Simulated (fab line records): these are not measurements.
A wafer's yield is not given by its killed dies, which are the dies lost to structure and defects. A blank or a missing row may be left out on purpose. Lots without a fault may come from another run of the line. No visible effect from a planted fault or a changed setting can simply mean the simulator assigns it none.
Which tool is to blame? / flow sky130 / 13 lots with 38 wafers sampled at 4 steps, on a route of 708 steps

WHAT THE GAUGES SHOWED, per wafer
SKY_FIELD_ISO_THK_MEAS_04. Usual: FIELD_ISO_CVD_03_THK typically reads 165.6 nm, with standard deviation 1.5.
lot=L615; measured=day 1 15:18; on=filmMetro-02; FIELD_ISO_CVD_03_THK (nm)=167.7 166.9 167.0; flag=
lot=L616; measured=day 1 20:43; on=filmMetro-03; FIELD_ISO_CVD_03_THK (nm)=164.9 167.1 166.0; flag=
lot=L617; measured=day 1 23:52; on=filmMetro-03; FIELD_ISO_CVD_03_THK (nm)=165.8 166.5 166.2; flag=
lot=L620; measured=day 2 15:35; on=filmMetro-03; FIELD_ISO_CVD_03_THK (nm)=167.6 167.5 168.0; flag=
lot=L621; measured=day 2 21:28; on=filmMetro-01; FIELD_ISO_CVD_03_THK (nm)=164.4 164.4 165.4; flag=
lot=L622; measured=day 3 01:30; on=filmMetro-02; FIELD_ISO_CVD_03_THK (nm)=164.1 163.1 164.5; flag=
lot=L623; measured=day 3 05:38; on=filmMetro-01; FIELD_ISO_CVD_03_THK (nm)=164.9 165.1 165.3; flag=
lot=L625; measured=day 3 16:44; on=filmMetro-03; FIELD_ISO_CVD_03_THK (nm)=166.1 166.2 166.9; flag=
lot=L627; measured=day 4 01:29; on=filmMetro-02; FIELD_ISO_CVD_03_THK (nm)=163.7 162.6 163.8; flag=
lot=L628; measured=day 4 06:29; on=filmMetro-02; FIELD_ISO_CVD_03_THK (nm)=165.0 164.8 165.4; flag=
lot=L632; measured=day 5 02:59; on=filmMetro-01; FIELD_ISO_CVD_03_THK (nm)=164.6 166.1 165.5; flag=
lot=L635; measured=day 5 17:59; on=filmMetro-01; FIELD_ISO_CVD_03_THK (nm)=165.0 168.1; flag=
lot=L638; measured=day 6 10:45; on=filmMetro-02; FIELD_ISO_CVD_03_THK (nm)=164.9 164.7 163.8; flag=

SKY_FIELD_ISO_THK_MEAS_25. Usual: FIELD_ISO_CVD_24_THK typically reads 593 nm, with standard deviation 7.1.
lot=L615; measured=day 2 14:23; on=filmMetro-03; FIELD_ISO_CVD_24_THK (nm)=601 584 595; flag=
lot=L616; measured=day 2 15:34; on=filmMetro-02; FIELD_ISO_CVD_24_THK (nm)=598 592 587; flag=
lot=L617; measured=day 2 15:35; on=filmMetro-01; FIELD_ISO_CVD_24_THK (nm)=581 574 600; flag=
lot=L620; measured=day 3 09:26; on=filmMetro-02; FIELD_ISO_CVD_24_THK (nm)=595 586 591; flag=
lot=L621; measured=day 3 16:12; on=filmMetro-03; FIELD_ISO_CVD_24_THK (nm)=590 594 596; flag=
lot=L622; measured=day 3 20:23; on=filmMetro-01; FIELD_ISO_CVD_24_THK (nm)=609 600 591; flag=
lot=L623; measured=day 4 00:57; on=filmMetro-03; FIELD_ISO_CVD_24_THK (nm)=607 590 598; flag=
lot=L625; measured=day 4 14:02; on=filmMetro-02; FIELD_ISO_CVD_24_THK (nm)=585 582 586; flag=
lot=L627; measured=day 4 21:10; on=filmMetro-03; FIELD_ISO_CVD_24_THK (nm)=583 573 593; flag=
lot=L628; measured=day 5 04:49; on=filmMetro-01; FIELD_ISO_CVD_24_THK (nm)=596 592 594; flag=
lot=L632; measured=day 5 22:44; on=filmMetro-03; FIELD_ISO_CVD_24_THK (nm)=590 594 596; flag=
lot=L635; measured=day 6 14:37; on=filmMetro-03; FIELD_ISO_CVD_24_THK (nm)=581 641; flag=
lot=L638; measured=day 7 08:01; on=filmMetro-02; FIELD_ISO_CVD_24_THK (nm)=597 628 591; flag=

SKY_NWELL_OVL_MEAS_10. Usual: NWELL_00_OVL typically reads -1.2 nm, with standard deviation 1.3.
lot=L615; measured=day 4 21:22; on=overlay-01; NWELL_00_OVL (nm)=-1.0 0.1 0.8; flag=
lot=L616; measured=day 5 00:00; on=overlay-01; NWELL_00_OVL (nm)=-1.7 -1.7 -4.1; flag=
lot=L617; measured=day 5 00:31; on=overlay-02; NWELL_00_OVL (nm)=-1.2 -2.5 -1.3; flag=
lot=L620; measured=day 5 17:11; on=overlay-02; NWELL_00_OVL (nm)=0.3 0.1 0.3; flag=
lot=L621; measured=day 6 00:28; on=overlay-01; NWELL_00_OVL (nm)=0.0 -1.4 -1.4; flag=
lot=L622; measured=day 6 05:22; on=overlay-01; NWELL_00_OVL (nm)=-2.1 0.0 -0.5; flag=
lot=L623; measured=day 6 10:04; on=overlay-01; NWELL_00_OVL (nm)=-3.7 -4.0 -2.1; flag=
lot=L625; measured=day 7 10:01; on=overlay-01; NWELL_00_OVL (nm)=-2.1 -2.5 -0.5; flag=
lot=L627; measured=day 7 18:04; on=overlay-02; NWELL_00_OVL (nm)=-0.8 -0.9 -2.6; flag=
lot=L628; measured=day 7 21:34; on=overlay-01; NWELL_00_OVL (nm)=0.5 -1.9 1.4; flag=
lot=L632; measured=day 8 15:52; on=overlay-02; NWELL_00_OVL (nm)=-1.3 -2.6 -1.8; flag=
lot=L635; measured=day 9 08:11; on=overlay-01; NWELL_00_OVL (nm)=-1.9 -0.2; flag=
lot=L638; measured=day 10 04:49; on=overlay-01; NWELL_00_OVL (nm)=-2.0 -2.8 -0.6; flag=

EACH LOT AND THE TOOL THAT RAN IT (in order: tool; ch and the chambers of the sampled wafers; start)
lot=L615; SKY_FIELD_ISO_CVD_24=hdpcvd-02 ch 0,1,2, day 2 14:19
lot=L616; SKY_FIELD_ISO_CVD_24=hdpcvd-01 ch 0,1,2, day 2 15:29
lot=L617; SKY_FIELD_ISO_CVD_24=hdpcvd-02 ch 0,1,2, day 2 15:31
lot=L620; SKY_FIELD_ISO_CVD_24=hdpcvd-01 ch 0,1,2, day 3 09:22
lot=L621; SKY_FIELD_ISO_CVD_24=hdpcvd-01 ch 1,2, day 3 16:07
lot=L622; SKY_FIELD_ISO_CVD_24=hdpcvd-02 ch 0,2, day 3 20:18
lot=L623; SKY_FIELD_ISO_CVD_24=hdpcvd-02 ch 0,1,2, day 4 00:52
lot=L625; SKY_FIELD_ISO_CVD_24=hdpcvd-01 ch 0,1, day 4 13:58
lot=L627; SKY_FIELD_ISO_CVD_24=hdpcvd-02 ch 0,1,2, day 4 21:05
lot=L628; SKY_FIELD_ISO_CVD_24=hdpcvd-01 ch 0,2, day 5 04:44
lot=L632; SKY_FIELD_ISO_CVD_24=hdpcvd-01 ch 1,2, day 5 22:39
lot=L635; SKY_FIELD_ISO_CVD_24=hdpcvd-02 ch 1,2, day 6 14:32
lot=L638; SKY_FIELD_ISO_CVD_24=hdpcvd-02 ch 0,2, day 7 07:56
- SKY_FIELD_ISO_CVD_24: deposits SiO2, target thk 595 nm, time 99.2 s.

WHAT THE TOOLS THEMSELVES READ (means of the sampled wafers that have a number; where no wafer has one, the mark that the record gives instead)
The record holds no such reading with a usual standard deviation.

THE ANSWER, worked out from the rows above alone
Rule: a lot counts as off when the mean over its wafers that have a number is more than 3 standard deviations away from the usual mean. A lot without any number at a reading at which 4 lots or more have one is off too. All remaining lots with rows at the step are treated as sound. First the gauges in route order, then the tools' own readings, where a lot's mean is used as printed above. At the first step where some lot is off, the reading lying furthest off is the one used; lots without a number count as furthest.
None of the lots is off at any reading shown; this tells nothing.

WHAT THE SIMULATOR HAD PUT IN
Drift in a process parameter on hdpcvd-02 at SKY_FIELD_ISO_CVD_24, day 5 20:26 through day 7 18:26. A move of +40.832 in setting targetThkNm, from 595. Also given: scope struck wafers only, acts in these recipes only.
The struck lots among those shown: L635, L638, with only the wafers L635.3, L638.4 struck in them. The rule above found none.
